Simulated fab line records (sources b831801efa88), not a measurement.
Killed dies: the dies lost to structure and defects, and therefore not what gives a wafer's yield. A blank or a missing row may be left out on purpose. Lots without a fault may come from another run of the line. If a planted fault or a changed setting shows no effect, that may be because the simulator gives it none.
2 desks, one fault -- flow sky130 -- numbers are kept per desk, each desk with only its own; the story behind them comes last

## FOR THE TOOL OWNER'S DESK: hdpcvd-01
The tool's own readings at SKY_LI_CONTACT_HDPCVD_00 (deposits PSG, target thk 930 nm, time 155 s): means of the sampled wafers that have a number, for each lot that ran on this tool. Any lot whose mean is over 4 standard deviations away from the usual mean is out of limits and marked OUT; that distance is given in the brackets.
Columns: A = runLengthS at SKY_LI_CONTACT_HDPCVD_00, usual 183.1 s
lot,first seen here,A
L509,day 26 10:44,183.1
L512,day 29 20:37,183.4
L514,day 30 03:53,183.0
L518,day 31 21:32,183.1
L519,day 32 03:47,183.2
L523,day 34 07:59,188.0 (+8.5) OUT
This desk's finding: out of limits on L523; first on L523, day 34 07:59 (runLengthS at SKY_LI_CONTACT_HDPCVD_00). Within limits: L509, L512, L514, L518, L519.

## METROLOGY DESK
Lot by lot, what the gauges showed, no matter which tool ran the lot: averages of those sampled wafers that carry a number. Any lot whose mean is over 4 standard deviations away from the usual mean is out of limits and marked OUT; that distance is given in the brackets.
Columns: A = SONOS_ONO_OVL at SKY_SONOS_ONO_OVL_MEAS_14, usual -0.1 nm; B = LI_CONTACT_HDPCVD_THK at SKY_LI_CONTACT_THK_MEAS_01, usual 930 nm; C = VIA3_OVL at SKY_VIA3_OVL_MEAS_13, usual -1 nm
lot,first seen here,A,B,C
L509,day 11 03:20,-1.7,929,6
L511,day 12 22:41,1.6,918,-6
L513,day 14 06:50,-0.3,938,2
L512,day 14 07:08,-0.5,926,0
L514,day 14 15:19,2.1,932,6
L515,day 15 00:02,0.9,932,-5
L518,day 16 06:38,0.3,932,2
L519,day 16 13:35,1.5,930,-3
L523,day 19 01:20,1.7,962,-8
L527,day 19 06:47,-0.9,929,-4
L529,day 20 07:26,-1.8,925,2
L532,day 21 13:17,-0.9,924,12
This desk's verdict: no lot among the 12 shows anything out of limits.

## TAKEN TOGETHER
An alarm could have come from the tool owner's desk at day 34 07:59, on L523.
The metrology desk saw nothing out of limits.
The metrology desk has L523 on record, within its limits.
On hdpcvd-01, each named lot ran SKY_LI_CONTACT_HDPCVD_00.

## WHAT THE SIMULATOR HAD PUT IN
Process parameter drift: hdpcvd-01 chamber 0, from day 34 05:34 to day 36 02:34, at SKY_LI_CONTACT_HDPCVD_00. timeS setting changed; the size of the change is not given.
Lots struck among those shown: L523.
How many hours passed from the start of the fault until each desk's first out-of-limits reading: the tool owner's desk, 2.
